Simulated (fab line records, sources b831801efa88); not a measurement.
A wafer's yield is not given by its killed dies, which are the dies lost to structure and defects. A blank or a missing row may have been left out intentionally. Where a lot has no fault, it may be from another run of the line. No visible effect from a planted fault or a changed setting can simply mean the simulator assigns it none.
Which tool did it? -- flow gf180mcu -- 32 wafers from 11 lots sampled at 4 of the route's 602 steps

== WHAT THE GAUGES READ, wafer by wafer ==
GF_M3_RS_MEAS_05: measures by four-point-probe.
lot,measured,on,M3_ALCU_RS (ohm/sq)
L723,day 21 15:58,filmMetro-02,0.0690 0.0683 0.0682
L726,day 22 11:07,filmMetro-03,0.0685 0.0686 0.0687
L729,day 23 08:37,filmMetro-02,0.0679 0.0694 0.0681
L731,day 24 04:06,filmMetro-03,0.0703 0.0696 0.0699
L735,day 25 09:02,filmMetro-04,7.0874 7.0950 7.1110
L736,day 25 17:52,filmMetro-03,7.1438 7.1732 7.2092
L737,day 26 05:02,filmMetro-04,7.2094 7.2759 7.2335
L739,day 26 12:59,filmMetro-04,0.0691 0.0701 0.0695
L742,day 27 07:09,filmMetro-03,0.0700 0.0700 0.0701
L743,day 27 10:33,filmMetro-02,0.0687 0.0688
L744,day 27 12:13,filmMetro-02,0.0698 0.0690 0.0691

== WHAT TOOL EACH LOT RAN ON (gives the tool, then ch and the chambers of the sampled wafers, and finally the start) ==
lot,GF_M2_SPUTTER_03,GF_V2_ETCH_16,GF_M3_SPUTTER_02
L723,"pvdSputter-02, day 19 13:21","rieDiel-03 ch 1,2,3, day 21 14:23","pvdSputter-02, day 21 15:53"
L726,"pvdSputter-03, day 20 08:28","rieDiel-01 ch 0,1,3, day 22 09:32","pvdSputter-01, day 22 11:01"
L729,"pvdSputter-04, day 21 06:51","rieDiel-03 ch 0,3, day 23 07:02","pvdSputter-04, day 23 08:31"
L731,"pvdSputter-03, day 22 02:19","rieDiel-03 ch 0,1,2, day 24 02:20","pvdSputter-01, day 24 04:01"
L735,"pvdSputter-04, day 23 09:38","rieDiel-04 ch 1,2, day 25 07:11","pvdSputter-01, day 25 08:56"
L736,"pvdSputter-02, day 23 20:10","rieDiel-01 ch 0,2,3, day 25 16:14","pvdSputter-02, day 25 17:45"
L737,"pvdSputter-02, day 24 06:52","rieDiel-01 ch 0,3, day 26 03:17","pvdSputter-04, day 26 04:53"
L739,"pvdSputter-04, day 24 14:00","rieDiel-03 ch 1,2, day 26 11:23","pvdSputter-04, day 26 12:52"
L742,"pvdSputter-02, day 25 10:16","rieDiel-03 ch 0,1,2, day 27 05:32","pvdSputter-02, day 27 07:01"
L743,"pvdSputter-02, day 25 14:38","rieDiel-04 ch 1,3, day 27 08:50","pvdSputter-02, day 27 10:28"
L744,"pvdSputter-03, day 25 16:13","rieDiel-01 ch 0,1, day 27 10:26","pvdSputter-04, day 27 12:04"
- GF_M2_SPUTTER_03: material Ti, target thk 10 nm, time 6.7 s.
- GF_V2_ETCH_16: etches BARC in N2/H2.
- GF_M3_SPUTTER_02: material AlCu, target thk 450 nm, time 23.9 s.

== THE ANSWER, worked out from the rows above alone ==
Rule: what is usual is taken from the lots themselves. The widest of any qualifying gaps counts: lots, ordered by their means at a reading, are off when they make up no more than a third of the lots, leave a main group of 4 or more, and stand apart from it by 3 or more times the standard deviation of that group's means. A main group whose means are all the same, to the digits that the tables above print for the reading, isn't used. Also off: a lot with no number at a reading for which 4 or more lots have one. Any other lot the step has rows for is counted as sound.
Off: L735, L736, L737, seen at GF_M3_RS_MEAS_05 (M3_ALCU_RS). Main group: mean 0.0691 ohm/sq, sd 0.00061.
If a tool, at a process step before that reading, ran all the lots that are off and no sound lot after the first of them, it fits. Gauges at GF_M3_RS_MEAS_05: tried the same way as those tools. No candidate that was tried fits.

== WHAT THE SIMULATOR PUT IN ==
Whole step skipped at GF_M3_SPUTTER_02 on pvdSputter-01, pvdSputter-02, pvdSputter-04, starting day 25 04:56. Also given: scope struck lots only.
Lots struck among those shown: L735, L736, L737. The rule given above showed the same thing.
